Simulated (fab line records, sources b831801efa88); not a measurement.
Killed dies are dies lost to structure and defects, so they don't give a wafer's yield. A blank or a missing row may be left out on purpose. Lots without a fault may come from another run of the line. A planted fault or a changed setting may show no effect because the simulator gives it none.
One fault seen from 2 desks | flow sfq_line | each desk has only its own numbers; what lay behind them comes last

THE METROLOGY DESK
What the gauges read, lot by lot, whatever tool the lot ran on: means of the sampled wafers that have a number. A lot is out of limits, marked OUT, if its mean lies more than 4 standard deviations from the usual mean; the brackets give that distance.
Columns: A = I1_BOW at SFQ_I1_BOW_MEAS_912, usual 0 um; B = I3_BOW at SFQ_I3_BOW_MEAS_922, usual 2 um
lot  | first seen here | A  | B
L684 | day 17 11:34    | 13 | 25
L685 | day 17 14:05    | -3 | -13
L686 | day 17 18:53    | 2  | -3
L688 | day 18 07:29    | 1  | 1
L689 | day 18 17:48    | 3  | 7
L690 | day 18 23:49    | 0  | 2
L691 | day 19 16:37    | -4 | -3
L694 | day 21 16:07    | -9 | -6
L695 | day 22 07:51    | -2 | -8
L696 | day 23 03:46    | 12 | 19
L698 | day 23 19:23    | 7  | 4
L699 | day 23 21:13    | 4  | 12
L700 | day 23 23:35    | 1  | 2
L707 | day 27 12:10    | -6 | -5
This desk's finding: nothing out of limits on any of the 14 lots.

THE TOOL OWNER'S DESK: cmp-01
The tool's own readings at SFQ_TRILAYER_I1_CMP_CMP_046 (polishes SiO2): means of the sampled wafers that have a number, for each lot that ran on this tool. A lot is out of limits, marked OUT, if its mean lies more than 4 standard deviations from the usual mean; the brackets give that distance.
Columns: A = head_pressure_psi at SFQ_TRILAYER_I1_CMP_CMP_046, usual 3.000 psi; B = motor_current_A at SFQ_TRILAYER_I1_CMP_CMP_046, usual 10.4 A; C = time_to_endpoint_s at SFQ_TRILAYER_I1_CMP_CMP_046, usual 213 s
lot  | first seen here | A     | B    | C
L684 | day 17 09:03    | 3.007 | 10.8 | 210
L688 | day 18 04:59    | 3.001 | 10.7 | 212
L690 | day 18 20:48    | 3.003 | 11.5 | 219
L691 | day 19 13:36    | 2.997 | 11.3 | 217
L694 | day 21 13:37    | 3.001 | 10.6 | 204
L695 | day 22 05:21    | 3.001 | 11.0 | 218
L696 | day 23 01:46    | 3.009 | 10.8 | 220
L699 | day 23 18:40    | 2.995 | 10.9 | 226
This desk's finding: nothing out of limits on any of the 8 lots.

PUT TOGETHER
The metrology desk saw nothing out of limits.
The tool owner's desk saw nothing out of limits.

WHAT THE SIMULATOR HAD PUT IN
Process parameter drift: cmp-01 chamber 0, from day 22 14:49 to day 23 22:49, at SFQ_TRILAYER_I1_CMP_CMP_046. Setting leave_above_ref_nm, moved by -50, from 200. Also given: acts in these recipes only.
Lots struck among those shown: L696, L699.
